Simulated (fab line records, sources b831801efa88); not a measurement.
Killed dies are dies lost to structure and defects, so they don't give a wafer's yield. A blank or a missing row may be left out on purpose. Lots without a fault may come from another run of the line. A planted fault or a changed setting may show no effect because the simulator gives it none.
One fault seen from 2 desks | flow sky130 | each desk has only its own numbers; what lay behind them comes last

THE TOOL OWNER'S DESK: pecvd-03
The tool's own readings at SKY_CAP2M_CVD_00 (deposits SiO2, target thk 15.5 nm): means of the sampled wafers that have a number, for each lot that ran on this tool. A lot is out of limits, marked OUT, if its mean lies more than 4 standard deviations from the usual mean; the brackets give that distance.
Columns: A = heater_power_w at SKY_CAP2M_CVD_00, usual 760 W; B = susceptor_temp_C at SKY_CAP2M_CVD_00, usual 400.01 C
lot  | first seen here | A   | B
L920 | day 41 04:21    | 780 | 400.15
L921 | day 41 10:35    | 796 | 400.02
L922 | day 41 14:38    | 687 | 400.19
L927 | day 42 10:51    | 798 | 400.10
L930 | day 43 05:29    | 707 | 399.91
L934 | day 44 04:16    | 787 | 400.01
L935 | day 44 18:03    | 736 | 399.97
This desk's finding: nothing out of limits on any of the 7 lots.

THE METROLOGY DESK
What the gauges read, lot by lot, whatever tool the lot ran on: means of the sampled wafers that have a number. A lot is out of limits, marked OUT, if its mean lies more than 4 standard deviations from the usual mean; the brackets give that distance.
Columns: A = CAP2M_CVD_00_THK at SKY_CAP2M_THK_MEAS_01, usual 15.47 nm
lot  | first seen here | A
L920 | day 41 04:25    | 15.41
L923 | day 41 05:47    | 15.35
L921 | day 41 10:36    | 15.60
L922 | day 41 14:39    | 14.92
L927 | day 42 10:54    | 13.94 (-6.4) OUT
L930 | day 43 05:31    | 15.72
L932 | day 43 17:06    | 15.69
L934 | day 44 04:18    | 15.51
L935 | day 44 18:05    | 15.49
L937 | day 44 23:16    | 15.40
L941 | day 46 00:50    | 15.13
This desk's finding: out of limits on L927; first on L927, day 42 10:54 (CAP2M_CVD_00_THK at SKY_CAP2M_THK_MEAS_01). In limits: L920, L923, L921, L922, L930, L932, L934, L935, L937, L941.

PUT TOGETHER
The metrology desk could have raised an alarm at day 42 10:54, on L927.
The tool owner's desk saw nothing out of limits.
The tool owner's desk has L927 on record, within its limits.
Of the lots named, all ran SKY_CAP2M_CVD_00 on pecvd-03.

WHAT THE SIMULATOR HAD PUT IN
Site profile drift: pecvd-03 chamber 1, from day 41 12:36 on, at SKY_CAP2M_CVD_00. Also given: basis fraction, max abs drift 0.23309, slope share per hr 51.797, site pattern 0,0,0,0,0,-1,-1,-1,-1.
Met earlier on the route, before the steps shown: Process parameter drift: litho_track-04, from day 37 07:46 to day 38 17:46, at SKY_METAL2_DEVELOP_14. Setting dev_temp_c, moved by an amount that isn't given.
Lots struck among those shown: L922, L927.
Hours from the fault's start to each desk's first reading out of limits: the metrology desk, 22.
